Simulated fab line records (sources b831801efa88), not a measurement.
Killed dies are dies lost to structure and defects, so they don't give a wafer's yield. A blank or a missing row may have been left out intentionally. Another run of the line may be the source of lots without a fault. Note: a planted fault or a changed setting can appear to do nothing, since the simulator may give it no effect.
What tool caused it? :: flow sky130 :: 13 lots with 39 wafers sampled at 4 steps, on a route of 708 steps

WHAT THE GAUGES SHOWED, per wafer
SKY_VT_ADJUST_HVTR_CD_MEAS_07 targets a cd of 380 nm.
lot: L163
measured: day 10 06:41
on: cd sem-01
cd nm (nm): 379.0 382.5 382.1

lot: L165
measured: day 10 07:20
on: cd sem-02
cd nm (nm): 382.9 382.9 383.1

lot: L164
measured: day 10 07:35
on: cd sem-01
cd nm (nm): 379.4 380.9 378.1

lot: L166
measured: day 10 09:40
on: cd sem-02
cd nm (nm): 380.8 378.8 377.7

lot: L167
measured: day 10 20:04
on: cd sem-01
cd nm (nm): 381.5 381.5 380.0

lot: L168
measured: day 11 02:22
on: cd sem-01
cd nm (nm): 378.8 381.3 380.3

lot: L169
measured: day 11 10:10
on: cd sem-01
cd nm (nm): 379.2 377.2 376.9

lot: L171
measured: day 12 01:19
on: cd sem-02
cd nm (nm): 381.4 379.3 381.8

lot: L173
measured: day 12 13:25
on: cd sem-01
cd nm (nm): 376.8 379.7 377.9

lot: L174
measured: day 12 16:17
on: cd sem-01
cd nm (nm): 380.1 381.5 379.1

lot: L181
measured: day 14 23:03
on: cd sem-02
cd nm (nm): 376.3 377.8 380.0

lot: L185
measured: day 15 23:53
on: cd sem-01
cd nm (nm): 378.3 378.6 378.0

lot: L186
measured: day 16 19:22
on: cd sem-01
cd nm (nm): 380.8 379.4 378.8

SKY_VT_ADJUST_HVTR_OVL_MEAS_08.
lot: L163
measured: day 10 06:47
on: overlay-01
VT_ADJUST_HVTR_OVL (nm): 1.6 1.3 1.4

lot: L165
measured: day 10 07:25
on: overlay-01
VT_ADJUST_HVTR_OVL (nm): -2.8 -2.5 -2.4

lot: L164
measured: day 10 07:42
on: overlay-01
VT_ADJUST_HVTR_OVL (nm): -0.6 1.7 1.2

lot: L166
measured: day 10 09:45
on: overlay-01
VT_ADJUST_HVTR_OVL (nm): 1.9 2.3 1.5

lot: L167
measured: day 10 20:11
on: overlay-02
VT_ADJUST_HVTR_OVL (nm): 0.3 0.3 0.7

lot: L168
measured: day 11 02:29
on: overlay-01
VT_ADJUST_HVTR_OVL (nm): -2.1 -2.2 -2.1

lot: L169
measured: day 11 10:15
on: overlay-02
VT_ADJUST_HVTR_OVL (nm): -1.7 1.1 0.6

lot: L171
measured: day 12 01:26
on: overlay-01
VT_ADJUST_HVTR_OVL (nm): 1.0 0.7 0.7

lot: L173
measured: day 12 13:30
on: overlay-02
VT_ADJUST_HVTR_OVL (nm): -1.8 -1.6 -1.3

lot: L174
measured: day 12 16:24
on: overlay-01
VT_ADJUST_HVTR_OVL (nm): -0.2 -0.3 -0.6

lot: L181
measured: day 15 00:29
on: overlay-02
VT_ADJUST_HVTR_OVL (nm): -2.7 -3.4 -2.7

lot: L185
measured: day 16 00:00
on: overlay-02
VT_ADJUST_HVTR_OVL (nm): -1.2 -2.2 1.3

lot: L186
measured: day 16 19:29
on: overlay-01
VT_ADJUST_HVTR_OVL (nm): -0.7 -1.8 -2.0

SKY_RES_PROTECT_TW_MEAS_08.
lot: L163
measured: day 16 03:10
on: film metro-01
POLY_GATE_TW: 4096 4069 4086

lot: L165
measured: day 15 21:38
on: film metro-01
POLY_GATE_TW: 4079 4079 4093

lot: L164
measured: day 16 00:13
on: film metro-01
POLY_GATE_TW: 4107 4074 4090

lot: L166
measured: day 16 03:28
on: film metro-04
POLY_GATE_TW: 3994 4018 3996

lot: L167
measured: day 16 13:00
on: film metro-04
POLY_GATE_TW: 4048 4043 4061

lot: L168
measured: day 17 00:12
on: film metro-02
POLY_GATE_TW: 4026 4020 4026

lot: L169
measured: day 17 07:06
on: film metro-02
POLY_GATE_TW: 4041 4047 4030

lot: L171
measured: day 18 04:20
on: film metro-01
POLY_GATE_TW: 4055 4049 4051

lot: L173
measured: day 18 23:11
on: film metro-02
POLY_GATE_TW: 4006 4012 4007

lot: L174
measured: day 18 23:22
on: film metro-04
POLY_GATE_TW: 4020 4028 4028

lot: L181
measured: day 23 01:01
on: film metro-02
POLY_GATE_TW: 4013 4036 4034

lot: L185
measured: day 23 01:18
on: film metro-01
POLY_GATE_TW: 4057 4043 4070

lot: L186
measured: day 23 13:48
on: film metro-04
POLY_GATE_TW: 3987 3996 4004

TOOL THAT RAN EACH LOT (tool first, then ch and the chambers of the sampled wafers, then the start)
lot: L163
SKY_GATE_OXIDE_EXPOSE_07: iline stepper-02 ch 0, day 14 06:11

lot: L165
SKY_GATE_OXIDE_EXPOSE_07: iline stepper-01 ch 0, day 14 04:28

lot: L164
SKY_GATE_OXIDE_EXPOSE_07: iline stepper-02 ch 0, day 14 04:42

lot: L166
SKY_GATE_OXIDE_EXPOSE_07: iline stepper-01 ch 0, day 14 08:35

lot: L167
SKY_GATE_OXIDE_EXPOSE_07: iline stepper-02 ch 0, day 14 16:03

lot: L168
SKY_GATE_OXIDE_EXPOSE_07: iline stepper-02 ch 0, day 15 02:07

lot: L169
SKY_GATE_OXIDE_EXPOSE_07: iline stepper-02 ch 0, day 15 08:43

lot: L171
SKY_GATE_OXIDE_EXPOSE_07: iline stepper-02 ch 0, day 16 05:49

lot: L173
SKY_GATE_OXIDE_EXPOSE_07: iline stepper-02 ch 0, day 16 22:16

lot: L174
SKY_GATE_OXIDE_EXPOSE_07: iline stepper-01 ch 0, day 16 22:37

lot: L181
SKY_GATE_OXIDE_EXPOSE_07: iline stepper-02 ch 0, day 19 18:26

lot: L185
SKY_GATE_OXIDE_EXPOSE_07: iline stepper-02 ch 0, day 20 15:23

lot: L186
SKY_GATE_OXIDE_EXPOSE_07: iline stepper-01 ch 0, day 21 13:05
- SKY_GATE_OXIDE_EXPOSE_07: exposes mask LVOM, target cd 600 nm.

WHAT THE TOOLS THEMSELVES READ (means of the sampled wafers that have a number; where no wafer has one, the mark that the record gives instead)
The record holds no such reading with a usual standard deviation.

THE ANSWER, worked out from the rows above alone
Rule: the usual values come from the lots themselves. Put in order of their means at a reading, lots are off if they are a third of the lots or fewer, leave a main group of 4 or more, and stand apart from it by a gap of 3 or more times the standard deviation of the main group's means; of several such gaps the widest counts. A main group whose means are all the same, to the digits that the tables above print for the reading, isn't used. A lot without any number at a reading at which 4 lots or more have one is off too. All remaining lots with rows at the step are treated as sound. After the gauges, taken in route order, come the tools' own readings; for these a lot's mean is taken, as printed above. At the first step where some lot is off, the reading lying furthest off is the one used; lots without a number count as furthest.
No lot is off at any reading shown: from this, nothing can be told.

WHAT WAS PUT IN BY THE SIMULATOR
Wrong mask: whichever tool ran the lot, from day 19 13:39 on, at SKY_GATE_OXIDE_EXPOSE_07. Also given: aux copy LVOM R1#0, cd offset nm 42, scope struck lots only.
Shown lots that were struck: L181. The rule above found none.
